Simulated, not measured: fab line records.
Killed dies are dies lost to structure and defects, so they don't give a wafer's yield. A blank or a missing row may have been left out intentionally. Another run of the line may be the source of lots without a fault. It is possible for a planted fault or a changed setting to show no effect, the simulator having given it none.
The tool behind it: which one? + flow gf180mcu + 6 lots, 18 wafers sampled, at 2 steps of a route of 602

== WHAT EACH GAUGE READ, for each wafer ==
GF_DUAL_GATE_THK_MEAS_03.
| lot  | measured     | on            | DUAL_GATE_OXIDATION_00_THK (nm) |
|------|--------------|---------------|---------------------------------|
| L588 | day 8 12:42  | film metro-04 | 11.11 11.04 11.27               |
| L590 | day 9 00:30  | film metro-02 | 11.03 10.98 11.16               |
| L592 | day 9 18:40  | film metro-02 | 10.89 10.77 10.81               |
| L597 | day 11 01:18 | film metro-03 | 11.05 10.96 10.97               |
| L604 | day 12 22:34 | film metro-03 | 12.38 12.38 12.46               |
| L608 | day 14 05:27 | film metro-02 | 11.05 10.91 11.14               |

== TOOL THAT RAN EACH LOT (tool first, then ch and the chambers of the sampled wafers, then the start) ==
| lot  | GF_DUAL_GATE_OXIDATION_02     |
|------|-------------------------------|
| L588 | furnace-02 ch 0, day 8 11:16  |
| L590 | furnace-01 ch 0, day 8 23:03  |
| L592 | furnace-02 ch 0, day 9 17:13  |
| L597 | furnace-02 ch 0, day 10 23:50 |
| L604 | furnace-02 ch 0, day 12 21:07 |
| L608 | furnace-01 ch 0, day 14 04:01 |
- GF_DUAL_GATE_OXIDATION_02: stabilise 600 s, purge 300 s, target thk 10.887 nm.

== THE ANSWER, worked out from the rows above alone ==
Rule: the usual values come from the lots themselves. The widest of any qualifying gaps counts: lots, ordered by their means at a reading, are off when they make up no more than a third of the lots, leave a main group of 4 or more, and stand apart from it by 3 or more times the standard deviation of that group's means. A main group whose means are all the same, to the digits that the tables above print for the reading, isn't used. A lot without any number at a reading at which 4 lots or more have one is off too. All remaining lots with rows at the step are treated as sound.
Off: L604, at GF_DUAL_GATE_THK_MEAS_03 (DUAL_GATE_OXIDATION_00_THK). For the main group the mean is 11.01 nm and the standard deviation 0.1.
A tool fits if, at a process step before that reading, it ran every lot that is off, and no sound lot after the first of them. Those tools and the gauges at GF_DUAL_GATE_THK_MEAS_03 are tried in the same way. Undecided on this evidence; 2 tools fit (furnace-02 at GF_DUAL_GATE_OXIDATION_02, film metro-03 at GF_DUAL_GATE_THK_MEAS_03).

== WHAT WAS PUT IN BY THE SIMULATOR ==
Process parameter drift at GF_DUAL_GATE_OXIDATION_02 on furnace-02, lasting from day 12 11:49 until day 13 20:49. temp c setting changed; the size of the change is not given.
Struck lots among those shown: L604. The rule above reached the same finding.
